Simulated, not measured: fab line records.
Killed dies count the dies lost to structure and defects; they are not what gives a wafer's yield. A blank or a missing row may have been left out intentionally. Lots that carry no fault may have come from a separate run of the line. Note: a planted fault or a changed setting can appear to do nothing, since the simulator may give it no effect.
Which of the tools did it? :: flow gf180mcu :: Sampling: 13 lots, 39 wafers, 5 of 602 route steps

WHAT EACH GAUGE READ, for each wafer
GF_SALICIDE_RS_MEAS_04: measurement is done with a four-point probe.
lot: L843
measured: day 15 17:52
on: film-metro-02
SALICIDE_TIN_RS (ohm/sq): 16.19 15.78 16.11

lot: L846
measured: day 17 08:24
on: film-metro-03
SALICIDE_TIN_RS (ohm/sq): 15.95 16.12 16.11

lot: L848
measured: day 17 16:25
on: film-metro-04
SALICIDE_TIN_RS (ohm/sq): 16.50 16.35 16.44

lot: L849
measured: day 18 08:26
on: film-metro-03
SALICIDE_TIN_RS (ohm/sq): 16.35 16.78 16.72

lot: L851
measured: day 19 01:38
on: film-metro-03
SALICIDE_TIN_RS (ohm/sq): 16.05 16.09 15.93

lot: L852
measured: day 19 10:06
on: film-metro-02
SALICIDE_TIN_RS (ohm/sq): 15.74 15.76 16.13

lot: L853
measured: day 19 14:11
on: film-metro-02
SALICIDE_TIN_RS (ohm/sq): 57.20 57.62 58.08

lot: L854
measured: day 19 23:48
on: film-metro-04
SALICIDE_TIN_RS (ohm/sq): 56.19 56.57 55.60

lot: L855
measured: day 20 03:04
on: film-metro-04
SALICIDE_TIN_RS (ohm/sq): 57.03 57.11 58.05

lot: L856
measured: day 20 16:26
on: film-metro-03
SALICIDE_TIN_RS (ohm/sq): 16.49 16.07 16.55

lot: L862
measured: day 22 11:02
on: film-metro-03
SALICIDE_TIN_RS (ohm/sq): 16.15 16.71 16.40

lot: L863
measured: day 22 21:20
on: film-metro-03
SALICIDE_TIN_RS (ohm/sq): 16.09 16.47 16.49

lot: L864
measured: day 23 04:56
on: film-metro-03
SALICIDE_TIN_RS (ohm/sq): 16.17 16.62 16.73

GF_M2_CD_MEAS_14: target cd 280 nm.
lot: L843
measured: day 19 19:49
on: cd-sem-01
cd-nm (nm): 278.2 277.5 278.9

lot: L846
measured: day 21 13:53
on: cd-sem-01
cd-nm (nm): 279.7 278.8 279.5

lot: L848
measured: day 21 21:14
on: cd-sem-01
cd-nm (nm): 278.4 278.5 279.5

lot: L849
measured: day 22 13:32
on: cd-sem-02
cd-nm (nm): 280.7 281.0 281.2

lot: L851
measured: day 23 06:43
on: cd-sem-01
cd-nm (nm): 277.6 277.6 277.8

lot: L852
measured: day 23 14:40
on: cd-sem-01
cd-nm (nm): 281.7 281.3 282.3

lot: L856
measured: day 24 18:04
on: cd-sem-01
cd-nm (nm): 281.7 282.5 282.2

lot: L862
measured: day 26 07:13
on: cd-sem-02
cd-nm (nm): 278.3 279.5 279.3

lot: L863
measured: day 26 17:17
on: cd-sem-02
cd-nm (nm): 279.5 279.4 279.1

lot: L864
measured: day 27 01:14
on: cd-sem-02
cd-nm (nm): 280.6 281.1 280.0

TOOL THAT RAN EACH LOT (tool first, then ch and the chambers of the sampled wafers, then the start)
lot: L843
GF_SALICIDE_SPUTTER_02: pvd-sputter-02, day 15 17:46
GF_M1_SPUTTER_04: pvd-sputter-01, day 16 18:55
GF_M2_SPUTTER_03: pvd-sputter-04, day 18 19:32

lot: L846
GF_SALICIDE_SPUTTER_02: pvd-sputter-04, day 17 08:21
GF_M1_SPUTTER_04: pvd-sputter-01, day 18 11:06
GF_M2_SPUTTER_03: pvd-sputter-02, day 20 14:23

lot: L848
GF_SALICIDE_SPUTTER_02: pvd-sputter-03, day 17 16:22
GF_M1_SPUTTER_04: pvd-sputter-02, day 18 17:35
GF_M2_SPUTTER_03: pvd-sputter-04, day 20 21:44

lot: L849
GF_SALICIDE_SPUTTER_02: pvd-sputter-03, day 18 08:22
GF_M1_SPUTTER_04: pvd-sputter-01, day 19 10:38
GF_M2_SPUTTER_03: pvd-sputter-03, day 21 13:53

lot: L851
GF_SALICIDE_SPUTTER_02: pvd-sputter-03, day 19 01:35
GF_M1_SPUTTER_04: pvd-sputter-04, day 20 05:14
GF_M2_SPUTTER_03: pvd-sputter-02, day 22 08:07

lot: L852
GF_SALICIDE_SPUTTER_02: pvd-sputter-02, day 19 10:02
GF_M1_SPUTTER_04: pvd-sputter-04, day 20 13:11
GF_M2_SPUTTER_03: pvd-sputter-04, day 22 16:13

lot: L853
GF_SALICIDE_SPUTTER_02: pvd-sputter-03, day 19 14:05
GF_M1_SPUTTER_04: -
GF_M2_SPUTTER_03: -

lot: L854
GF_SALICIDE_SPUTTER_02: pvd-sputter-04, day 19 23:45
GF_M1_SPUTTER_04: -
GF_M2_SPUTTER_03: -

lot: L855
GF_SALICIDE_SPUTTER_02: pvd-sputter-02, day 20 02:58
GF_M1_SPUTTER_04: -
GF_M2_SPUTTER_03: -

lot: L856
GF_SALICIDE_SPUTTER_02: pvd-sputter-02, day 20 16:22
GF_M1_SPUTTER_04: pvd-sputter-02, day 21 18:44
GF_M2_SPUTTER_03: pvd-sputter-02, day 23 20:16

lot: L862
GF_SALICIDE_SPUTTER_02: pvd-sputter-02, day 22 10:57
GF_M1_SPUTTER_04: pvd-sputter-01, day 23 12:28
GF_M2_SPUTTER_03: pvd-sputter-02, day 25 10:16

lot: L863
GF_SALICIDE_SPUTTER_02: pvd-sputter-04, day 22 21:14
GF_M1_SPUTTER_04: pvd-sputter-01, day 23 22:52
GF_M2_SPUTTER_03: pvd-sputter-04, day 25 21:08

lot: L864
GF_SALICIDE_SPUTTER_02: pvd-sputter-03, day 23 04:53
GF_M1_SPUTTER_04: pvd-sputter-04, day 24 06:19
GF_M2_SPUTTER_03: pvd-sputter-03, day 26 05:01
- GF_SALICIDE_SPUTTER_02: material Co, target thk 10 nm, time 20 s.
- GF_M1_SPUTTER_04: material TiN, target thk 50 nm, time 41.7 s.
- GF_M2_SPUTTER_03: material Ti, target thk 10 nm, time 6.7 s.

AS READ BY THE TOOLS THEMSELVES (means over the sampled wafers that have a number; for cases with no such wafer, the mark the record gives instead)
GF_SALICIDE_SPUTTER_02.
lot: L843
tool: pvd-sputter-02
cathode-dc-power-W (W): 999.99
chamber-pressure-pa (Pa): 0.3996
throttle-valve-pct (%): 30.2

lot: L846
tool: pvd-sputter-04
cathode-dc-power-W (W): 1000.02
chamber-pressure-pa (Pa): 0.3994
throttle-valve-pct (%): 30.8

lot: L848
tool: pvd-sputter-03
cathode-dc-power-W (W): 999.81
chamber-pressure-pa (Pa): 0.4002
throttle-valve-pct (%): 30.6

lot: L849
tool: pvd-sputter-03
cathode-dc-power-W (W): 999.98
chamber-pressure-pa (Pa): 0.4003
throttle-valve-pct (%): 29.6

lot: L851
tool: pvd-sputter-03
cathode-dc-power-W (W): 1000.07
chamber-pressure-pa (Pa): 0.3997
throttle-valve-pct (%): 30.7

lot: L852
tool: pvd-sputter-02
cathode-dc-power-W (W): 1000.06
chamber-pressure-pa (Pa): 0.3998
throttle-valve-pct (%): 29.8

lot: L853
tool: pvd-sputter-03
cathode-dc-power-W (W): -
chamber-pressure-pa (Pa): -
throttle-valve-pct (%): -

lot: L854
tool: pvd-sputter-04
cathode-dc-power-W (W): -
chamber-pressure-pa (Pa): -
throttle-valve-pct (%): -

lot: L855
tool: pvd-sputter-02
cathode-dc-power-W (W): -
chamber-pressure-pa (Pa): -
throttle-valve-pct (%): -

lot: L856
tool: pvd-sputter-02
cathode-dc-power-W (W): 999.93
chamber-pressure-pa (Pa): 0.4000
throttle-valve-pct (%): 28.5

lot: L862
tool: pvd-sputter-02
cathode-dc-power-W (W): 999.97
chamber-pressure-pa (Pa): 0.3997
throttle-valve-pct (%): 29.3

lot: L863
tool: pvd-sputter-04
cathode-dc-power-W (W): 1000.01
chamber-pressure-pa (Pa): 0.4005
throttle-valve-pct (%): 29.3

lot: L864
tool: pvd-sputter-03
cathode-dc-power-W (W): 999.93
chamber-pressure-pa (Pa): 0.4004
throttle-valve-pct (%): 30.5

GF_M1_SPUTTER_04.
lot: L843
tool: pvd-sputter-01
cathode-dc-power-W (W): 6499.7
chamber-pressure-pa (Pa): 0.3996
throttle-valve-pct (%): 29.3

lot: L846
tool: pvd-sputter-01
cathode-dc-power-W (W): 6498.8
chamber-pressure-pa (Pa): 0.3999
throttle-valve-pct (%): 29.9

lot: L848
tool: pvd-sputter-02
cathode-dc-power-W (W): 6499.3
chamber-pressure-pa (Pa): 0.3993
throttle-valve-pct (%): 29.9

lot: L849
tool: pvd-sputter-01
cathode-dc-power-W (W): 6499.6
chamber-pressure-pa (Pa): 0.3993
throttle-valve-pct (%): 30.6

lot: L851
tool: pvd-sputter-04
cathode-dc-power-W (W): 6499.8
chamber-pressure-pa (Pa): 0.3991
throttle-valve-pct (%): 30.6

lot: L852
tool: pvd-sputter-04
cathode-dc-power-W (W): 6500.6
chamber-pressure-pa (Pa): 0.4007
throttle-valve-pct (%): 30.7

lot: L856
tool: pvd-sputter-02
cathode-dc-power-W (W): 6500.8
chamber-pressure-pa (Pa): 0.4001
throttle-valve-pct (%): 29.1

lot: L862
tool: pvd-sputter-01
cathode-dc-power-W (W): 6499.1
chamber-pressure-pa (Pa): 0.3998
throttle-valve-pct (%): 30.2

lot: L863
tool: pvd-sputter-01
cathode-dc-power-W (W): 6499.5
chamber-pressure-pa (Pa): 0.4001
throttle-valve-pct (%): 29.3

lot: L864
tool: pvd-sputter-04
cathode-dc-power-W (W): 6499.8
chamber-pressure-pa (Pa): 0.4005
throttle-valve-pct (%): 30.5

GF_M2_SPUTTER_03.
lot: L843
tool: pvd-sputter-04
cathode-dc-power-W (W): 3000.2
chamber-pressure-pa (Pa): 0.2992
throttle-valve-pct (%): 31.3

lot: L846
tool: pvd-sputter-02
cathode-dc-power-W (W): 2999.6
chamber-pressure-pa (Pa): 0.2999
throttle-valve-pct (%): 30.0

lot: L848
tool: pvd-sputter-04
cathode-dc-power-W (W): 2999.9
chamber-pressure-pa (Pa): 0.2999
throttle-valve-pct (%): 30.9

lot: L849
tool: pvd-sputter-03
cathode-dc-power-W (W): 2999.8
chamber-pressure-pa (Pa): 0.2998
throttle-valve-pct (%): 31.2

lot: L851
tool: pvd-sputter-02
cathode-dc-power-W (W): 3000.0
chamber-pressure-pa (Pa): 0.3000
throttle-valve-pct (%): 30.1

lot: L852
tool: pvd-sputter-04
cathode-dc-power-W (W): 2999.5
chamber-pressure-pa (Pa): 0.3003
throttle-valve-pct (%): 31.4

lot: L856
tool: pvd-sputter-02
cathode-dc-power-W (W): 3000.2
chamber-pressure-pa (Pa): 0.3001
throttle-valve-pct (%): 29.1

lot: L862
tool: pvd-sputter-02
cathode-dc-power-W (W): 3000.0
chamber-pressure-pa (Pa): 0.3002
throttle-valve-pct (%): 29.4

lot: L863
tool: pvd-sputter-04
cathode-dc-power-W (W): 2999.9
chamber-pressure-pa (Pa): 0.3005
throttle-valve-pct (%): 30.8

lot: L864
tool: pvd-sputter-03
cathode-dc-power-W (W): 2999.8
chamber-pressure-pa (Pa): 0.3001
throttle-valve-pct (%): 30.6

THE ANSWER, worked out from the rows above alone
Rule: the usual values come from the lots themselves. Put in order of their means at a reading, lots are off if they are a third of the lots or fewer, leave a main group of 4 or more, and stand apart from it by a gap of 3 or more times the standard deviation of the main group's means; of several such gaps the widest counts. A main group whose means are all the same, to the digits that the tables above print for the reading, isn't used. A lot without any number at a reading at which 4 lots or more have one is off too. Where the step has rows for the other lots, those lots are counted as sound. After the gauges, taken in route order, come the tools' own readings; for these a lot's mean is taken, as printed above. The first step at which some lot is off is used, and at that step the reading that is off furthest; a lot without a number counts as furthest.
Off: L853, L854, L855, at GF_SALICIDE_RS_MEAS_04 (SALICIDE_TIN_RS). Main group: mean 16.27 ohm/sq, sd 0.24.
If a tool, at a process step before that reading, ran all the lots that are off and no sound lot after the first of them, it fits. Not tried: the gauges at GF_SALICIDE_RS_MEAS_04; whatever is off there is also off at GF_SALICIDE_SPUTTER_02, on other tools, and gauge error can't account for it. No candidate that was tried fits.

WHAT HAD BEEN PUT IN BY THE SIMULATOR
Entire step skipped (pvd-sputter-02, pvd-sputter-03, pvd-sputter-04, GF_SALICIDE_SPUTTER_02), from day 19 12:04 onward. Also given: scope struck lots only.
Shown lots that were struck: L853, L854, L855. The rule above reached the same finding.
